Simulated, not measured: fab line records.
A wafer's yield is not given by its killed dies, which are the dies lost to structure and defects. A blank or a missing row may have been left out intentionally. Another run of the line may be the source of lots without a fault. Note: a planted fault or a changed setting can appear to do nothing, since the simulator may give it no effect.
Which tool did it? ; flow sky130 ; 15 lots, 45 wafers sampled, at 4 steps of a route of 708

WHAT THE GAUGES SHOWED, per wafer
SKY_NWELL_OVL_MEAS_23.
lot;measured;on;NWELL_01_OVL (nm)
L200;day 5 12:50;overlay-01;1.1 0.3 0.4
L201;day 5 19:04;overlay-02;0.3 0.9 0.8
L202;day 6 02:23;overlay-02;-0.4 -1.2 -0.8
L203;day 6 06:56;overlay-02;-2.5 -1.7 -0.3
L204;day 6 14:05;overlay-02;0.7 0.3 1.3
L205;day 6 15:59;overlay-01;-3.1 -1.6 -0.4
L208;day 7 17:53;overlay-02;-0.6 -2.5 1.6
L210;day 8 06:25;overlay-02;-0.4 -1.1 -0.4
L211;day 8 09:14;overlay-02;-1.6 -1.4 -1.8
L212;day 8 15:50;overlay-02;-0.9 -1.8 -0.5
L213;day 8 23:07;overlay-02;0.0 -2.1 -1.1
L214;day 9 03:11;overlay-02;-0.4 -2.2 -1.9
L215;day 9 06:53;overlay-01;1.1 -0.9 -1.1
L217;day 9 18:30;overlay-02;-3.7 -1.1 -0.1
L219;day 10 05:47;overlay-02;-1.3 -0.8 -1.0

SKY_RES_PROTECT_TW_MEAS_08.
lot;measured;on;POLY_GATE_TW
L200;day 15 12:05;film-metro-04;4095 4098 4083
L201;day 16 01:13;film-metro-03;4009 4040 4032
L202;day 16 02:08;film-metro-01;4089 4095 4089
L203;day 16 16:50;film-metro-01;4074 4077 4081
L204;day 17 01:44;film-metro-01;4124 4120 4100
L205;day 16 23:50;film-metro-03;4021 4028 4035
L208;day 18 17:23;film-metro-03;4006 3986 4036
L210;day 19 09:26;film-metro-04;4072 4043 4049
L211;day 19 09:52;film-metro-01;4161 4141 4133
L212;day 20 00:32;film-metro-04;4099 4093 4096
L213;day 20 05:55;film-metro-03;4051 4029 4033
L214;day 20 15:13;film-metro-04;4075 4073 4086
L215;day 20 17:14;film-metro-01;4120 4120 4106
L217;day 21 10:21;film-metro-03;4010 4013 4007
L219;day 22 06:50;film-metro-01;4110 4086 4106

SKY_POLY_GATE_OVL_MEAS_14.
lot;measured;on;POLY_GATE_OVL (nm)
L200;day 16 18:15;overlay-02;8 2 4
L201;day 17 07:23;overlay-01;-8 -3 -4
L202;day 17 12:03;overlay-01;2 4 1
L203;day 18 00:38;overlay-02;-2 10 8
L204;day 18 10:03;overlay-02;4 -3 -3
L205;day 18 08:04;overlay-01;-7 0 0
L208;day 20 02:00;overlay-01;2 -5 -9
L210;day 20 18:05;overlay-01;8 3 -2
L211;day 20 18:33;overlay-02;2 1 7
L212;day 21 09:39;overlay-01;0 2 2
L213;day 21 13:48;overlay-01;-2 1 5
L214;day 21 23:42;overlay-01;12 6 10
L215;day 22 01:21;overlay-02;4 2 -1
L217;day 22 18:08;overlay-02;1 4 -1
L219;day 23 14:20;overlay-02;-4 -4 -6

WHICH TOOL RAN EACH LOT (tool, then ch and the chambers of the sampled wafers, then the start)
lot;SKY_GATE_OXIDE_DEVELOP_09
L200;litho-track-01 ch 0, day 14 00:44
L201;litho-track-04 ch 0, day 14 17:53
L202;litho-track-01 ch 0, day 14 18:26
L203;litho-track-03 ch 0, day 15 08:40
L204;litho-track-04 ch 0, day 15 17:05
L205;litho-track-04 ch 0, day 15 15:29
L208;litho-track-04 ch 0, day 17 07:15
L210;litho-track-04 ch 0, day 17 22:41
L211;litho-track-04 ch 0, day 17 22:59
L212;litho-track-03 ch 0, day 18 11:57
L213;litho-track-04 ch 0, day 18 19:02
L214;litho-track-04 ch 0, day 19 03:23
L215;litho-track-04 ch 0, day 19 06:27
L217;litho-track-04 ch 0, day 19 23:54
L219;litho-track-03 ch 0, day 20 20:18
- SKY_GATE_OXIDE_DEVELOP_09: develop time 60 s.

AS READ BY THE TOOLS THEMSELVES (means over the sampled wafers that have a number; for cases with no such wafer, the mark the record gives instead)
SKY_GATE_OXIDE_DEVELOP_09.
lot;tool;developer-temp-C (C)
L200;litho-track-01;22.93
L201;litho-track-04;23.01
L202;litho-track-01;22.93
L203;litho-track-03;23.12
L204;litho-track-04;23.05
L205;litho-track-04;22.90
L208;litho-track-04;22.85
L210;litho-track-04;22.88
L211;litho-track-04;22.99
L212;litho-track-03;23.04
L213;litho-track-04;23.08
L214;litho-track-04;22.09
L215;litho-track-04;22.07
L217;litho-track-04;22.17
L219;litho-track-03;23.05

THE ANSWER, worked out from the rows above alone
Rule: what is usual is taken from the lots themselves. The widest of any qualifying gaps counts: lots, ordered by their means at a reading, are off when they make up no more than a third of the lots, leave a main group of 4 or more, and stand apart from it by 3 or more times the standard deviation of that group's means. If all means in a main group match to the digits the tables above print for the reading, that group is not used. Also off: a lot with no number at a reading for which 4 or more lots have one. Any other lot the step has rows for is counted as sound. Order of review: gauges by route order, followed by the tools' own readings, for which a lot's mean as printed above is used. The first step at which some lot is off is used, and at that step the reading that is off furthest; a lot without a number counts as furthest.
Off, at SKY_GATE_OXIDE_DEVELOP_09 on developer-temp-C: L214, L215, L217. The main group: mean 22.99 C, standard deviation 0.083.
If a tool, at that step or one of the process steps before it, ran each lot that is off and ran no sound lot following the first of them, it fits. One candidate fits, namely litho-track-04 at SKY_GATE_OXIDE_DEVELOP_09. Its last sound lot is L213 (day 18 19:02), its first lot that is off L214 (day 19 03:23): a fault that began between those two fits.
On the lots that are off, the tool's own readings at SKY_GATE_OXIDE_DEVELOP_09 differ by more than 5 times the standard deviation of the sound lots' means, which bears it out; developer-temp-C reads 22.11 C there versus 22.99 C on the sound lots.

WHAT HAD BEEN PUT IN BY THE SIMULATOR
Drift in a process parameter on litho-track-04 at SKY_GATE_OXIDE_DEVELOP_09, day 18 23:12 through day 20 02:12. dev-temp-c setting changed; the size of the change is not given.
Struck lots among those shown: L214, L215, L217. The rule above reached the same finding.
